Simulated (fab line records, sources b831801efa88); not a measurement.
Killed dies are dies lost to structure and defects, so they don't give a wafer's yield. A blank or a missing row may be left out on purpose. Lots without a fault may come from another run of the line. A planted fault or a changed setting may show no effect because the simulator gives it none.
fab line records | flow sky130
record lots=14 wafers=42 last_day=50
route steps=708 shown VIA3@575
lots that met no fault: from a run of the same line without faults
start_h: hours from the record's first day to the start of the lot's first wafer shown | wait_h: hours since the lot's step before | " the same as in the row above | L1.1+2: a row that stands for several wafers | - no value, or no start given | * or withheld: withheld | < > ~ a bound
route shown NAME@n: a module of which the file shows steps, and the number in the route of the first | usual: mean/standard deviation of fault-free wafers | same: alike in all rows | chamber/n: place in a boat | sites: the reading at each site | _std_site: their standard deviation | _edge_site: outer sites' mean less inner sites' | radius_mm: how far each site lies from the wafer's centre | mask NAME#n: copy n | behind: the tool/chamber that last shaped the wafer | hold: why the lot was held/for how many hours/how that ended | device: the transistor (n, p or np) that didn't switch | end of line: the same wafers' tests at the end of the route | a step without rows: its recipe alone | killed: dies lost to structure and defects at the first sort, not the wafer's yield | map: a wafer's dies, x killed, . not, _ none there
set.NAME: the setting as run; set.NAME@STEP: as run at that earlier step | model.NAME: the simulator's own value behind a step, which no gauge read
steps of the route over a sample of lots; a table a step, a row a wafer
services: from which hour (start_h, from the record's first day; less than 0 if before it) a tool's chamber was out of use, for how many hours, and why
## steps
# step SKY_VIA3_CMP_02
# recipe material=SiO2 down_force_psi=4 platen_rpm=60 pad_velocity_m_s=0.94248
# usual motor_current_A=11.7/1.2
# columns lot.wafer tool chamber start_h wait_h motor_current_A
L729.2 cmp-01 0 902.80 0.3 12.4
L729.1 " 1 " " 10.7
L729.6 " 3 " " 12.1
L730.2 cmp-01 2 909.36 0.0 9.3
L730.1 " 3 " " 11.2
L730.6 " 3 " " 12.2
L731.4 cmp-01 3 936.02 0.1 11.7
L731.6 " 2 " " 9.3
L731.5 " 3 " " 12.6
L734.1 cmp-02 3 944.85 0.1 12.5
L734.4 " 0 " " 10.9
L734.6 " 2 " " 13.1
L735.1 cmp-01 2 951.37 0.1 9.3
L735.2 " 3 " " 11.8
L735.5 " 1 " " 10.5
L741.2 cmp-02 0 1000.58 0.1 11.2
L741.3 " 1 " " 12.6
L741.6 " 3 " " 13.0
L742.1 cmp-02 2 1005.32 0.3 12.9
L742.4 " 3 " " 13.2
L742.6 " 0 " " 11.7
L743.3 cmp-02 2 1017.29 0.0 14.0
L743.5 " 2 " " 12.8
L743.6 " 3 " " 12.6
L744.4 cmp-02 3 1021.23 0.0 11.6
L744.3 " 2 " " 13.5
L744.6 " 3 " " 13.3
L745.4 cmp-01 3 1027.97 0.0 12.2
L745.2 " 2 " " 9.5
L745.5 " 3 " " 11.6
L746.2 cmp-01 1 1032.99 0.1 10.9
L746.3 " 3 " " 11.5
L746.5 " 0 " " 12.3
L748.4 cmp-01 2 1043.55 0.0 9.0
L748.3 " 0 " " 12.6
L748.6 " 3 " " 11.7
L749.3 cmp-02 2 1046.60 0.1 13.5
L749.1 " 3 " " 12.7
L749.6 " 1 " " 12.5
L751.1 cmp-01 2 1054.87 0.1 9.3
L751.2 " 3 " " 12.0
L751.3 " 0 " " 13.0
# step SKY_VIA3_BOW_MEAS_03
# recipe mode=bow
# usual VIA3_BOW=82/7.6
# columns lot.wafer tool chamber start_h wait_h VIA3_BOW[um]
L729.1 film_metro-04 - 903.00 0.1 85
L729.2 " - " " 95
L729.6 " - " " 96
L730.1 film_metro-01 - 909.66 0.2 96
L730.2 " - " " 104
L730.6 " - " " 82
L731.4 film_metro-01 - 936.33 0.3 90
L731.5 " - " " 82
L731.6 " - " " 67
L734.1 film_metro-04 - 945.10 0.2 89
L734.4 " - " " 76
L734.6 " - " " 98
L735.1 film_metro-04 - 951.62 0.2 70
L735.2 " - " " 75
L735.5 " - " " 73
L741.2 film_metro-02 - 1000.85 0.2 80
L741.3 " - " " 80
L741.6 " - " " 81
L742.1 film_metro-02 - 1005.52 0.1 74
L742.4 " - " " 85
L742.6 " - " " 84
L743.3 film_metro-02 - 1017.63 0.3 69
L743.5 " - " " 79
L743.6 " - " " 85
L744.3 film_metro-01 - 1021.57 0.1 87
L744.4 " - " " 85
L744.6 " - " " 96
L745.2 film_metro-01 - 1028.32 0.1 89
L745.4 " - " " 82
L745.5 " - " " 88
L746.2 film_metro-01 - 1033.26 0.2 78
L746.3 " - " " 82
L746.5 " - " " 84
L748.3 film_metro-01 - 1043.89 0.2 76
L748.4 " - " " 64
L748.6 " - " " 73
L749.1 film_metro-01 - 1046.85 0.1 74
L749.3 " - " " 86
L749.6 " - " " 87
L751.1 film_metro-02 - 1055.17 0.2 79
L751.2 " - " " 83
L751.3 " - " " 76
# step SKY_VIA3_ETCH_14
# recipe chemistry=N2/H2 target=BARC ion_energy_ev=200 source_w=500 bias_w=100 pressure_mtorr=30 n2_flow_sccm=100 h2_flow_sccm=200 stop_on=SiO2 time_s=45.9 target_depth_a=600
# usual bias_w=99.99/0.28 drypump_motor_current_A=5.8/0.44 oes_product_au=0.854/0.0049 rf_fwd_power_W=494.7/1.9 run_length_s=74.2/0.51 throttle_valve_pct=13.225/0.0091
# columns lot.wafer tool chamber start_h wait_h bias_w drypump_motor_current_A oes_product_au rf_fwd_power_W rf_hours_counter_h run_length_s throttle_valve_pct
L729.1 rie_diel-03 3 927.55 0.0 100.61 6.4 0.843 491.3 20 75.1 13.209
L729.2 " 0 " " 99.77 5.4 0.855 494.4 15 74.2 13.220
L729.6 " 1 " " 99.86 5.4 0.854 494.4 - 74.3 13.221
L730.1 rie_diel-03 2 934.29 0.0 99.66 5.7 0.863 496.3 5 74.5 13.223
L730.2 " 3 " " 99.95 6.4 0.856 494.0 21 75.2 13.235
L730.6 " 3 " " 99.92 6.4 0.849 494.5 - 74.7 13.218
L731.4 rie_diel-01 2 960.49 0.0 99.98 5.5 0.856 492.0 21 73.3 13.228
L731.5 " 2 " " 99.94 5.5 0.855 495.7 - 73.3 13.225
L731.6 " 1 " " 100.44 5.0 0.860 489.5 - 74.4 13.217
L734.1 rie_diel-03 1 969.49 0.0 - 5.4 1.010 - 8 61.8 13.243
L734.4 " 3 " " - 6.4 1.019 - 22 62.7 13.241
L734.6 " 3 " " - 6.4 1.021 - - 62.3 13.242
L735.1 rie_diel-03 0 975.84 0.0 - 5.4 0.973 - 16 61.7 13.234
L735.2 " 2 " " - 5.7 0.996 - 7 61.6 13.242
L735.5 " 3 " " - 6.4 1.017 - - 62.2 13.236
L741.2 rie_diel-01 1 1024.09 0.0 100.32 5.0 0.854 489.7 24 74.5 13.231
L741.3 " 2 " " 100.02 5.5 0.854 497.7 23 73.4 13.211
L741.6 " 2 " " 99.98 5.5 0.859 494.7 - 73.5 13.223
L742.1 rie_diel-02 2 1028.85 0.0 99.78 5.8 0.841 492.8 27 74.4 13.209
L742.4 " 1 " " 100.19 5.2 0.851 496.3 - 74.6 13.235
L742.6 " 3 " " 99.81 6.4 0.851 494.3 - 73.5 13.230
L743.3 rie_diel-01 3 1040.40 0.0 100.12 6.1 0.856 495.0 5 74.0 13.230
L743.5 " 3 " " 100.01 6.1 0.854 496.1 - 73.6 13.222
L743.6 " 2 " " 99.42 5.5 0.848 496.2 - 73.4 13.230
L744.3 rie_diel-01 2 1045.03 0.0 100.01 5.5 0.857 493.2 - 73.4 13.214
L744.4 " 3 " " 100.26 6.1 0.857 496.1 - 73.9 13.229
L744.6 " 2 " " 100.11 5.5 0.858 494.4 - 74.0 13.233
L745.2 rie_diel-01 3 1050.45 0.0 99.87 6.2 0.852 496.0 6 74.0 13.211
L745.4 " 3 " " 99.49 6.1 0.852 496.6 - 73.6 13.227
L745.5 " 2 " " 100.15 5.5 0.860 495.6 - 73.9 13.217
L746.2 rie_diel-01 3 1055.34 0.0 99.99 6.1 0.858 494.0 6 74.1 13.226
L746.3 " 2 " " 99.79 5.5 0.860 496.2 24 73.7 13.236
L746.5 " 1 " " 99.67 5.0 0.857 491.5 - 74.4 13.244
L748.3 rie_diel-03 3 1066.00 0.0 100.13 6.4 0.842 494.5 26 74.6 13.225
L748.4 " 0 " " 100.00 5.4 0.860 497.3 - 74.5 13.240
L748.6 " 3 " " 100.13 6.4 0.853 491.6 - 75.0 13.213
L749.1 rie_diel-02 2 1068.79 0.0 100.05 5.8 0.855 493.7 28 74.5 13.211
L749.3 " 3 " " 99.27 6.4 0.855 492.0 22 73.4 13.232
L749.6 " 2 " " 99.82 5.8 0.860 493.2 - 74.7 13.217
L751.1 rie_diel-01 3 1077.49 0.0 100.62 6.1 0.848 497.2 7 73.6 13.219
L751.2 " 2 " " 99.84 5.5 0.859 499.1 25 73.3 13.216
L751.3 " 0 " " 100.01 5.6 0.848 495.5 11 75.0 13.240
# step SKY_VIA3_ETCH_15
# recipe target=SiO2 chemistry=C4F8/O2/Ar target_depth_nm=507 stop_on=TiN mask_material=KrF-thick source_w=1500 bias_w=1200 pressure_mtorr=40 c4f8_flow_sccm=withheld O2_flow_sccm=6 Ar_flow_sccm=300 time_s=78
# usual bias_w=1200/3.4 oes_product_au=0.945/0.0042 rf_fwd_power_W=1489/6.1 run_length_s=106.4/0.5
# columns lot.wafer tool chamber start_h wait_h bias_w oes_product_au rf_fwd_power_W rf_hours_counter_h run_length_s
L729.1 rie_diel-03 3 927.60 0.0 1204 0.944 1485 20 107.1
L729.2 " 0 " " 1202 0.948 1495 15 106.6
L729.6 " 1 " " 1199 0.940 1488 - 106.9
L730.1 rie_diel-03 2 934.33 0.0 1197 0.943 1492 5 106.6
L730.2 " 3 " " 1198 0.948 1487 21 107.1
L730.6 " 3 " " 1202 0.942 1485 - 106.7
L731.4 rie_diel-01 2 960.53 0.0 1200 0.950 1499 21 105.4
L731.5 " 2 " " 1204 0.946 1500 - 105.4
L731.6 " 1 " " 1201 0.940 1477 - 106.6
L734.1 rie_diel-03 1 969.53 0.0 1199 0.939 1492 8 106.4
L734.4 " 3 " " 1201 0.945 1482 22 107.1
L734.6 " 3 " " 1194 0.949 1482 - 107.2
L735.1 rie_diel-03 0 975.88 0.0 1198 0.840 1489 16 106.7
L735.2 " 2 " " 1195 0.904 1489 7 106.8
L735.5 " 3 " " 1201 0.942 1491 - 106.8
L741.2 rie_diel-01 1 1024.13 0.0 1191 0.946 1482 24 106.6
L741.3 " 2 " " 1198 0.949 1488 23 105.4
L741.6 " 2 " " 1199 0.948 1500 - 105.9
L742.1 rie_diel-02 2 1028.89 0.0 1199 0.954 1483 27 106.5
L742.4 " 1 " " 1201 0.948 1487 - 106.7
L742.6 " 3 " " 1199 0.936 1479 - 106.0
L743.3 rie_diel-01 3 1040.45 0.0 1198 0.947 1493 5 106.4
L743.5 " 3 " " 1201 0.948 1499 - 106.2
L743.6 " 2 " " 1202 0.940 1497 - 105.4
L744.3 rie_diel-01 2 1045.10 0.1 1201 0.945 1494 - 106.0
L744.4 " 3 " " 1200 0.949 1492 - 106.0
L744.6 " 2 " " 1199 0.943 1491 - 105.4
L745.2 rie_diel-01 3 1050.51 0.0 1198 0.942 1500 6 106.1
L745.4 " 3 " " 1200 0.945 1499 - 105.7
L745.5 " 2 " " 1195 0.947 1490 - 105.6
L746.2 rie_diel-01 3 1055.38 0.0 1201 0.952 1494 6 106.0
L746.3 " 2 " " 1202 0.943 1487 24 105.6
L746.5 " 1 " " 1203 0.951 1481 - 106.5
L748.3 rie_diel-03 3 1066.04 0.0 1201 0.946 1486 26 106.8
L748.4 " 0 " " 1202 0.939 1494 - 106.6
L748.6 " 3 " " 1195 0.945 1484 - 106.8
L749.1 rie_diel-02 2 1068.83 0.0 1203 0.947 1485 28 106.3
L749.3 " 3 " " 1204 0.941 1487 22 105.6
L749.6 " 2 " " 1200 0.950 1483 - 106.7
L751.1 rie_diel-01 3 1077.53 0.0 1196 0.946 1492 7 106.4
L751.2 " 2 " " 1198 0.940 1494 25 105.8
L751.3 " 0 " " 1197 0.940 1495 11 107.5
# step SKY_VIA3_STRIP_16
# recipe chemistry=O2/N2 power_w=1400 pressure_mtorr=1500 platen_temp_c=withheld o2_flow_sccm=3000 n2_flow_sccm=300 overash_fraction=0.5
# usual drypump_motor_current_A=5.96/0.29 oes_product_au=0.401/0.0047 strip_time_to_endpoint_s=4.12/0.037
# columns lot.wafer tool chamber start_h wait_h drypump_motor_current_A oes_product_au rf_hours_counter_h strip_time_to_endpoint_s
L729.1 plasma_asher-03 1 927.66 0.0 6.19 0.404 85 4.07
L729.2 " 0 " " 6.19 0.400 85 4.16
L729.6 " 1 " " 6.23 0.399 - 4.08
L730.1 plasma_asher-02 0 934.39 0.0 5.81 0.405 23 4.16
L730.2 " 1 " " 6.04 0.397 23 4.07
L730.6 " 1 " " 6.01 0.408 - 4.09
L731.4 plasma_asher-02 0 960.62 0.1 5.79 0.391 - 4.10
L731.5 " 1 " " 6.01 0.396 - 4.09
L731.6 " 0 " " 5.77 0.405 - 4.15
L734.1 plasma_asher-02 1 969.59 0.0 6.08 0.413 27 4.24
L734.4 " 0 " " 5.79 0.409 - 4.20
L734.6 " 1 " " 6.06 0.405 - 4.20
L735.1 plasma_asher-01 0 975.94 0.0 5.73 0.395 109 4.28
L735.2 " 1 " " 5.31 0.407 109 4.27
L735.5 " 1 " " 5.31 0.407 - 4.21
L741.2 plasma_asher-02 0 1024.19 0.0 5.79 0.402 32 4.15
L741.3 " 0 " " 5.80 0.405 - 4.10
L741.6 " 0 " " 5.79 0.399 - 4.09
L742.1 plasma_asher-02 0 1028.95 0.0 5.83 0.401 32 4.15
L742.4 " 1 " " 6.01 0.400 - 4.11
L742.6 " 1 " " 6.02 0.406 - 4.14
L743.3 plasma_asher-02 0 1040.54 0.1 5.79 0.393 - 4.07
L743.5 " 0 " " 5.82 0.402 - 4.10
L743.6 " 1 " " 6.03 0.400 - 4.10
L744.3 plasma_asher-03 0 1045.19 0.1 6.24 0.402 - 4.10
L744.4 " 1 " " 6.23 0.398 - 4.10
L744.6 " 0 " " 6.23 0.399 - 4.10
L745.2 plasma_asher-02 1 1050.60 0.1 6.05 0.398 35 4.06
L745.4 " 1 " " 6.06 0.394 - 4.05
L745.5 " 0 " " 5.81 0.389 - 4.09
L746.2 plasma_asher-03 1 1055.44 0.0 6.23 0.397 98 4.07
L746.3 " 1 " " 6.23 0.404 - 4.10
L746.5 " 0 " " 6.20 0.396 - 4.14
L748.3 plasma_asher-03 1 1066.14 0.1 6.24 0.402 - 4.13
L748.4 " 0 " " 6.19 0.400 - 4.20
L748.6 " 0 " " 6.19 0.397 - 4.11
L749.1 plasma_asher-03 0 1068.89 0.0 6.21 0.399 100 4.16
L749.3 " 0 " " 6.24 0.401 - 4.14
L749.6 " 1 " " 6.22 0.399 - 4.14
L751.1 plasma_asher-03 1 1077.59 0.0 6.22 0.401 101 4.05
L751.2 " 0 " " 6.22 0.395 101 4.07
L751.3 " 1 " " 6.20 0.409 - 4.16
# step SKY_VIA3_CMP_24
# recipe stop_on=SiO2 t_overpolish_s=20 down_force_psi=3.5 platen_rpm=60 target_thk_nm=0 pad_velocity_m_s=0.94248
# usual motor_current_A=11.0/1 overpolish_run_s=20.001/0.0088 time_to_endpoint_s=92.6/3
# columns lot.wafer tool chamber start_h wait_h motor_current_A overpolish_run_s time_to_endpoint_s
L729.2 cmp-02 1 929.23 0.7 10.8 19.985 95.4
L729.1 " 0 " " 10.4 19.998 88.7
L729.6 " 1 " " 11.3 19.988 92.5
L730.2 cmp-02 2 935.36 0.0 13.0 19.990 94.4
L730.1 " 1 " " 11.5 19.999 88.3
L730.6 " 3 " " 11.5 20.011 95.3
L731.4 cmp-01 2 961.70 0.2 8.2 20.011 91.7
L731.5 " 3 " " 10.8 19.978 88.9
L731.6 " 0 " " 10.9 20.021 93.2
L734.1 cmp-01 2 970.55 0.1 8.6 19.998 90.6
L734.4 " 0 " " 12.0 19.998 92.8
L734.6 " 3 " " 10.3 19.982 86.6
L735.2 cmp-01 2 977.04 0.1 8.7 20.006 90.4
L735.1 " 3 " " 10.7 20.007 87.0
L735.5 " 1 " " 10.3 20.006 88.1
L741.3 cmp-01 1 1025.23 0.1 10.0 20.006 91.6
L741.2 " 3 " " 11.1 19.999 90.9
L741.6 " 0 " " 11.0 20.001 91.1
L742.1 cmp-02 2 1029.91 0.1 11.9 19.989 90.6
L742.4 " 3 " " 12.3 20.000 97.1
L742.6 " 2 " " 12.3 19.992 91.4
L743.3 cmp-01 2 1041.63 0.1 8.5 20.005 89.3
L743.5 " 0 " " 11.1 19.995 96.4
L743.6 " 1 " " 9.8 20.002 93.7
L744.3 cmp-02 3 1046.90 0.2 11.2 19.998 95.7
L744.4 " 1 " " 11.0 20.004 93.0
L744.6 " 3 " " 11.3 19.996 94.7
L745.2 cmp-02 0 1051.56 0.0 10.9 20.005 90.8
L745.4 " 2 " " 12.4 20.015 87.7
L745.5 " 1 " " 11.3 20.008 86.4
L746.3 cmp-02 0 1056.43 0.0 10.9 20.013 85.4
L746.2 " 3 " " 11.4 19.996 91.7
L746.5 " 1 " " 11.5 20.012 85.7
L748.3 cmp-02 1 1067.13 0.1 11.6 20.008 90.5
L748.4 " 3 " " 11.5 19.991 94.8
L748.6 " 0 " " 10.2 19.997 91.7
L749.1 cmp-02 3 1069.88 0.1 11.6 20.006 99.7
L749.3 " 0 " " 10.9 20.009 91.4
L749.6 " 0 " " 11.4 20.004 93.0
L751.2 cmp-02 1 1078.57 0.1 11.6 20.006 90.1
L751.3 " 2 " " 12.4 20.016 91.5
L751.1 " 0 " " 11.0 20.013 88.9
## services
# columns tool chamber start_h hours kind
rie_diel-02 2 882.95 8.6 repair
plasma_asher-03 - 884.50 0.3 repair
rie_diel-02 0 889.35 3.4 repair
cmp-01 - 891.98 5.2 pm
rie_diel-03 2 905.64 2.8 repair
cmp-01 - 912.18 4.0 pm
rie_diel-03 2 922.54 9.0 repair
cmp-01 - 924.93 7.1 pm
plasma_asher-03 - 930.92 2.9 repair
rie_diel-03 0 955.39 4.8 repair
cmp-01 - 958.01 2.0 repair
rie_diel-01 2 982.58 4.0 repair
rie_diel-01 1 984.18 3.6 repair
cmp-01 - 990.30 4.2 repair
rie_diel-01 3 999.13 9.9 repair
rie_diel-02 - 1001.13 0.4 repair
rie_diel-02 0 1026.80 2.5 repair
rie_diel-03 1 1033.38 76.9 repair
plasma_asher-02 - 1041.96 2.9 repair
rie_diel-01 0 1042.15 14.0 repair
rie_diel-01 1 1043.56 8.6 repair
cmp-02 - 1064.82 0.7 repair
cmp-01 - 1065.14 0.4 repair
cmp-02 - 1070.86 3.2 repair
## key
first_sign step=SKY_VIA3_ETCH_14 reading=oes_product_au direction=up sigmas=31 usual=0.854 struck=1.006
effect step=SKY_VIA3_ETCH_14 reading=run_length_s direction=down sigmas=24 usual=* struck=*
effect step=SKY_VIA3_ETCH_15 reading=oes_product_au direction=down sigmas=6.1 usual=0.945 struck=0.920 wafers_moved=3
effect step=SKY_VIA3_STRIP_16 reading=strip_time_to_endpoint_s direction=up sigmas=3.1 usual=* struck=*
met_at SKY_VIA3_ETCH_14
struck_lots L734,L735
sort_left_out L734.1,L734.4,L734.6,L735.1,L735.2,L735.5
not_acting_at SKY_VIA3_CMP_02,SKY_VIA3_BOW_MEAS_03,SKY_VIA3_CMP_24
onset_between 934.29 969.49
fault kind=process_parameter_drift tool=rie_diel-03 chamber=- onset_h=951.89 steps=SKY_VIA3_ETCH_14 channel=time_s offset=* shape=step end_h=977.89 acts_in=* stated=*
# sort_left_out: the simulated sort isn't trusted on such a fault, so these wafers' sort isn't shown, and their yield isn't known
